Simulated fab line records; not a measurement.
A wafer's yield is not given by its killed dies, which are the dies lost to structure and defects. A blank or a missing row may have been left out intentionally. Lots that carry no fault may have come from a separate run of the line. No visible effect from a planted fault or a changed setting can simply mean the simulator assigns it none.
Which tool was responsible? + flow sky130 + 36 wafers from 12 lots sampled at 5 of the route's 708 steps

WHAT THE GAUGES SHOWED, per wafer
SKY_VIA2_OVL_MEAS_13. Usual: VIA2_OVL 1 nm, standard deviation 5.4.
| lot  | measured     | on         | VIA2_OVL (nm) | flag |
|------|--------------|------------|---------------|------|
| L690 | day 36 13:50 | overlay-02 | -3 -4 -3      |      |
| L692 | day 37 05:01 | overlay-01 | 0 8 -1        |      |
| L693 | day 37 06:25 | overlay-01 | -2 4 -5       |      |
| L694 | day 37 15:45 | overlay-02 | 0 -7 -2       |      |
| L697 | day 38 19:16 | overlay-02 | -7 -3 0       |      |
| L698 | day 39 01:19 | overlay-01 | -2 0 6        |      |
| L700 | day 39 11:49 | overlay-01 | 6 0 6         |      |
| L702 | day 40 05:06 | overlay-02 | -3 4 2        |      |
| L709 | day 42 04:46 | overlay-01 | 8 10 9        |      |
| L711 | day 42 11:19 | overlay-02 | -3 -5 0       |      |
| L712 | day 42 18:49 | overlay-02 | -9 -8 -5      |      |
| L713 | day 42 23:34 | overlay-02 | -1 5 2        |      |

WHAT TOOL EACH LOT RAN ON (gives the tool, then ch and the chambers of the sampled wafers, and finally the start)
| lot  | SKY_METAL1_SPUTTER_03       | SKY_VIA1_CMP_02               | SKY_VIA1_ETCH_15                  | SKY_METAL2_SPUTTER_00       |
|------|-----------------------------|-------------------------------|-----------------------------------|-----------------------------|
| L690 | pvdSputter-04, day 31 23:33 | cmp-01 ch 0,3, day 33 03:45   | rieDiel-02 ch 0,1,3, day 34 06:50 | pvdSputter-02, day 34 08:09 |
| L692 | pvdSputter-01, day 32 14:31 | cmp-02 ch 0,1,2, day 33 18:57 | rieDiel-03 ch 2,3, day 34 21:40   | pvdSputter-03, day 34 22:57 |
| L693 | pvdSputter-02, day 32 16:40 | cmp-02 ch 1,2, day 33 20:22   | rieDiel-02 ch 0,3, day 34 23:16   | pvdSputter-02, day 35 00:32 |
| L694 | pvdSputter-01, day 33 01:11 | cmp-01 ch 0,1,2, day 34 06:01 | rieDiel-03 ch 1,2,3, day 35 08:50 | pvdSputter-02, day 35 10:07 |
| L697 | pvdSputter-02, day 34 06:51 | cmp-01 ch 0,1,2, day 35 10:35 | rieDiel-01 ch 1,2, day 36 12:49   | pvdSputter-02, day 36 14:30 |
| L698 | pvdSputter-02, day 34 12:30 | cmp-01 ch 0,1,3, day 35 16:20 | rieDiel-03 ch 1,3, day 36 18:32   | pvdSputter-02, day 36 19:52 |
| L700 | pvdSputter-01, day 35 00:03 | cmp-02 ch 0,1,2, day 36 03:40 | rieDiel-01 ch 0,1,2, day 37 06:05 | pvdSputter-02, day 37 07:24 |
| L702 | pvdSputter-04, day 35 17:35 | cmp-02 ch 1,2,3, day 36 21:17 | rieDiel-02 ch 0,1,2, day 37 23:25 | pvdSputter-01, day 38 00:41 |
| L709 | pvdSputter-02, day 37 19:53 | cmp-01 ch 0,1, day 38 22:32   | rieDiel-02 ch 1,2,3, day 40 00:19 | pvdSputter-02, day 40 01:56 |
| L711 | pvdSputter-01, day 38 04:46 | cmp-01 ch 0,2, day 39 06:44   | rieDiel-02 ch 0,2,3, day 40 07:40 | pvdSputter-03, day 40 08:59 |
| L712 | pvdSputter-01, day 38 13:34 | cmp-01 ch 0,1,3, day 39 15:08 | rieDiel-01 ch 0,2,3, day 40 16:23 | pvdSputter-03, day 40 17:40 |
| L713 | pvdSputter-01, day 38 18:53 | cmp-01 ch 0,1, day 39 20:44   | rieDiel-02 ch 1,2,3, day 40 21:22 | pvdSputter-01, day 40 22:39 |
- SKY_METAL1_SPUTTER_03: material Ti, target thk 5 nm, time 3.3 s.
- SKY_VIA1_CMP_02: polishes SiO2.
- SKY_VIA1_ETCH_15: etches SiO2 in C4F8/O2/Ar, stops on TiN, target depth 351 nm, time 54 s.
- SKY_METAL2_SPUTTER_00: material Ti, target thk 15 nm, time 10 s.

AS READ BY THE TOOLS THEMSELVES (means over the sampled wafers that have a number; for cases with no such wafer, the mark the record gives instead)
SKY_METAL1_SPUTTER_03. Usual: throttleValvePct 29.7 %, standard deviation 0.75.
| lot  | tool          | throttleValvePct (%) | flag |
|------|---------------|----------------------|------|
| L690 | pvdSputter-04 | 28.5                 |      |
| L692 | pvdSputter-01 | 29.9                 |      |
| L693 | pvdSputter-02 | 30.3                 |      |
| L694 | pvdSputter-01 | 29.7                 |      |
| L697 | pvdSputter-02 | 30.0                 |      |
| L698 | pvdSputter-02 | 29.8                 |      |
| L700 | pvdSputter-01 | 29.6                 |      |
| L702 | pvdSputter-04 | 30.0                 |      |
| L709 | pvdSputter-02 | 30.0                 |      |
| L711 | pvdSputter-01 | 30.1                 |      |
| L712 | pvdSputter-01 | 29.4                 |      |
| L713 | pvdSputter-01 | 29.6                 |      |

SKY_VIA1_CMP_02. Usual: edgeZonePressureFrac 0.999, standard deviation 0.0048; motorCurrentA 11.2 A, standard deviation 0.73.
| lot  | tool   | edgeZonePressureFrac | motorCurrentA (A) | flag |
|------|--------|----------------------|-------------------|------|
| L690 | cmp-01 | 1.004                | 11.6              |      |
| L692 | cmp-02 | 0.998                | 11.1              |      |
| L693 | cmp-02 | 0.991                | 11.4              |      |
| L694 | cmp-01 | 1.001                | 11.5              |      |
| L697 | cmp-01 | 1.002                | 11.4              |      |
| L698 | cmp-01 | 1.003                | 11.8              |      |
| L700 | cmp-02 | 0.996                | 11.1              |      |
| L702 | cmp-02 | 1.005                | 10.7              |      |
| L709 | cmp-01 | 1.000                | 11.5              |      |
| L711 | cmp-01 | 1.000                | 11.1              |      |
| L712 | cmp-01 | 1.006                | 12.0              |      |
| L713 | cmp-01 | 0.999                | 11.4              |      |

SKY_VIA1_ETCH_15. Usual: oesProductAu 0.980 a.u., standard deviation 0.0062.
| lot  | tool       | oesProductAu (a.u.) | flag |
|------|------------|---------------------|------|
| L690 | rieDiel-02 | 0.982               |      |
| L692 | rieDiel-03 | 0.973               |      |
| L693 | rieDiel-02 | 0.978               |      |
| L694 | rieDiel-03 | 0.976               |      |
| L697 | rieDiel-01 | 0.980               |      |
| L698 | rieDiel-03 | 0.974               |      |
| L700 | rieDiel-01 | 0.983               |      |
| L702 | rieDiel-02 | 0.990               |      |
| L709 | rieDiel-02 | 0.973               |      |
| L711 | rieDiel-02 | 0.985               |      |
| L712 | rieDiel-01 | 0.978               |      |
| L713 | rieDiel-02 | 0.981               |      |

SKY_METAL2_SPUTTER_00. Usual: throttleValvePct 29.8 %, standard deviation 0.72.
| lot  | tool          | throttleValvePct (%) | flag |
|------|---------------|----------------------|------|
| L690 | pvdSputter-02 | 30.2                 |      |
| L692 | pvdSputter-03 | 29.4                 |      |
| L693 | pvdSputter-02 | 30.1                 |      |
| L694 | pvdSputter-02 | 30.8                 |      |
| L697 | pvdSputter-02 | 30.0                 |      |
| L698 | pvdSputter-02 | 30.4                 |      |
| L700 | pvdSputter-02 | 30.6                 |      |
| L702 | pvdSputter-01 | 29.2                 |      |
| L709 | pvdSputter-02 | 30.4                 |      |
| L711 | pvdSputter-03 | 29.4                 |      |
| L712 | pvdSputter-03 | 29.8                 |      |
| L713 | pvdSputter-01 | 29.9                 |      |

THE ANSWER, worked out from the rows above alone
Rule: take the mean of a lot's wafers that have a number; if it is more than 3 standard deviations from the usual mean, the lot is off. A lot without any number at a reading at which 4 lots or more have one is off too. All remaining lots with rows at the step are treated as sound. After the gauges, taken in route order, come the tools' own readings; for these a lot's mean is taken, as printed above. The first step at which some lot is off is used, and at that step the reading that is off furthest; a lot without a number counts as furthest.
No lot is off at any reading shown: from this, nothing can be told.

WHAT HAD BEEN PUT IN BY THE SIMULATOR
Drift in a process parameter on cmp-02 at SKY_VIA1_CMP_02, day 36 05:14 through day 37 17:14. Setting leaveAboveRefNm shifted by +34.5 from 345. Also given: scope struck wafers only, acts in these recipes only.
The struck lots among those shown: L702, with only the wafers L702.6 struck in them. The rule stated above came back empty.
